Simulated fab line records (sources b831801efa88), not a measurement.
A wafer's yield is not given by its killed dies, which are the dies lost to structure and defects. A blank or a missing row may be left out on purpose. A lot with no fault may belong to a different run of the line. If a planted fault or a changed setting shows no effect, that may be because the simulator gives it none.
Matching of chambers	flow gf180mcu	4 sister chambers for GF_V5_CMP_04 on cmp-01
The step polishes SiO2. 16 wafers are shown with their chamber, then 8 later ones without.

== EACH WAFER AND ITS CHAMBER ==
wafer	chamber	motor-current-A (A)	edge-zone-pressure-frac	platen-rpm (rpm)
L959.1	1	11.0	1.001	60.06
L959.4	0	11.7	1.002	59.94
L959.6	0	12.1	0.996	59.98
L964.2	3	12.2	1.009	59.94
L964.4	2	13.1	0.999	60.05
L964.5	1	11.3	1.004	60.03
L965.3	3	12.1	1.006	59.94
L965.4	0	12.0	0.999	59.99
L965.5	3	12.5	1.013	59.95
L966.3	1	11.0	1.004	59.98
L966.4	2	12.7	1.000	59.99
L966.6	2	12.7	0.999	60.05
L967.1	3	12.8	1.001	60.00
L967.4	2	13.1	0.997	59.99
L967.6	3	12.6	0.998	59.99
L968.1	2	12.5	0.998	60.00

SIGNATURES, as means of the wafers listed above
reading	chamber 0	chamber 1	chamber 2	chamber 3	scatter within a chamber
motor-current-A	11.933	11.100	12.820	12.440	0.253
edge-zone-pressure-frac	0.99900	1.00300	0.99860	1.00540	0.00381
platen-rpm	59.9700	60.0233	60.0160	59.9640	0.0315
Rule: for each reading, subtract the chamber's mean from the wafer's reading, divide by that reading's scatter and square the result; add these up over the readings and take the root, which gives the wafer's distance from the chamber. If the next closest chamber is less than 2 further off than the closest, the wafer can't be placed; otherwise it belongs to the closest. The scatter: take each reading less its chamber's mean, square it, sum over the shown wafers, divide by the number of wafers less the number of chambers, and take the root.

== WAFERS WITH NO CHAMBER GIVEN ==
wafer	motor-current-A (A)	edge-zone-pressure-frac	platen-rpm (rpm)
L968.4	10.8	0.998	59.96
L968.6	12.2	1.005	59.98
L974.1	11.8	1.004	60.01
L974.3	10.9	1.006	59.92
L974.6	11.0	1.002	60.02
L979.4	13.7	1.003	59.96
L979.5	12.6	1.001	60.02
L979.6	13.9	0.992	60.00

== THE CHAMBER EACH PASSED THROUGH ==
wafer	from the rows above	in truth
L968.4	can't be placed: 1 or 0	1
L968.6	can't be placed: 3 or 0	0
L974.1	can't be placed: 0 or 1 or 3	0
L974.3	can't be placed: 1 or 0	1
L974.6	1	1
L979.4	can't be placed: 2 or 3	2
L979.5	can't be placed: 2 or 3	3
L979.6	2	2
Correct placement for 2 of the 8. Unplaceable from these rows: 6, with the true chamber sitting among the candidates in 6. Placed wrongly: 0.
